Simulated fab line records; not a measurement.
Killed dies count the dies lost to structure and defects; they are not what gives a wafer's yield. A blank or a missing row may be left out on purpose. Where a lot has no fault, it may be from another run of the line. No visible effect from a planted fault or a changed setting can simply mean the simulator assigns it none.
The same fault as seen by 2 desks :: flow gf180mcu :: only its own numbers are on each desk; what lay behind them is given at the end

== DESK OF THE TOOL OWNER: rieMetal-03 ==
The tool's own readings at GF_M3_METAL_ETCH_16 (etches the open film in Cl2/BCl3, stops on SiO2, target depth 627.5 nm, time 104.6 s): means of the sampled wafers that have a number, for each lot that ran on this tool. Any lot whose mean is over 4 standard deviations away from the usual mean is out of limits and marked OUT; that distance is given in the brackets.
Columns: A = drypumpMotorCurrentA at GF_M3_METAL_ETCH_16, usual 6.0 A; B = oesProductAu at GF_M3_METAL_ETCH_16, usual 0.971 a.u.; C = throttleValvePct at GF_M3_METAL_ETCH_16, usual 28.251 %
lot: L345
first seen here: day 21 15:48
A: 5.8
B: 0.970
C: 28.258

lot: L349
first seen here: day 25 02:01
A: 5.9
B: 0.972
C: 28.243

lot: L352
first seen here: day 25 05:19
A: 5.6
B: 0.974
C: 28.250

lot: L360
first seen here: day 27 20:57
A: 6.1
B: 0.973
C: 28.254

lot: L362
first seen here: day 28 09:47
A: 5.8
B: 0.978
C: 28.242
This desk's verdict: no lot among the 5 shows anything out of limits.

== THE METROLOGY DESK ==
Means of the sampled wafers that have a number, per lot and without regard to the tool the lot ran on: this is what the gauges read. Any lot whose mean is over 4 standard deviations away from the usual mean is out of limits and marked OUT; that distance is given in the brackets.
Columns: A = cdNm at GF_V3_CD_MEAS_14, usual 260.3 nm; B = V3_OVL at GF_V3_OVL_MEAS_15, usual -1 nm
lot: L344
first seen here: day 22 16:18
A: 262.4
B: 2

lot: L345
first seen here: day 22 17:05
A: 260.9
B: -0

lot: L346
first seen here: day 22 23:41
A: 261.5
B: 5

lot: L348
first seen here: day 25 20:51
A: 259.7
B: 1

lot: L349
first seen here: day 25 23:38
A: 259.9
B: -0

lot: L352
first seen here: day 26 03:09
A: 258.8
B: 2

lot: L351
first seen here: day 26 04:14
A: 259.3
B: -0

lot: L360
first seen here: day 28 17:08
A: 259.7
B: -1

lot: L362
first seen here: day 29 05:23
A: 257.2
B: -3

lot: L361
first seen here: day 29 05:53
A: 262.7
B: 2

lot: L365
first seen here: day 30 00:03
A: 260.6
B: 5

lot: L364
first seen here: day 30 00:14
A: 258.8
B: -4
This desk's verdict: no lot among the 12 shows anything out of limits.

== BROUGHT TOGETHER ==
The desk of the tool owner found nothing out of limits.
At the metrology desk, nothing out of limits was observed.

== WHAT THE SIMULATOR HAD PUT IN ==
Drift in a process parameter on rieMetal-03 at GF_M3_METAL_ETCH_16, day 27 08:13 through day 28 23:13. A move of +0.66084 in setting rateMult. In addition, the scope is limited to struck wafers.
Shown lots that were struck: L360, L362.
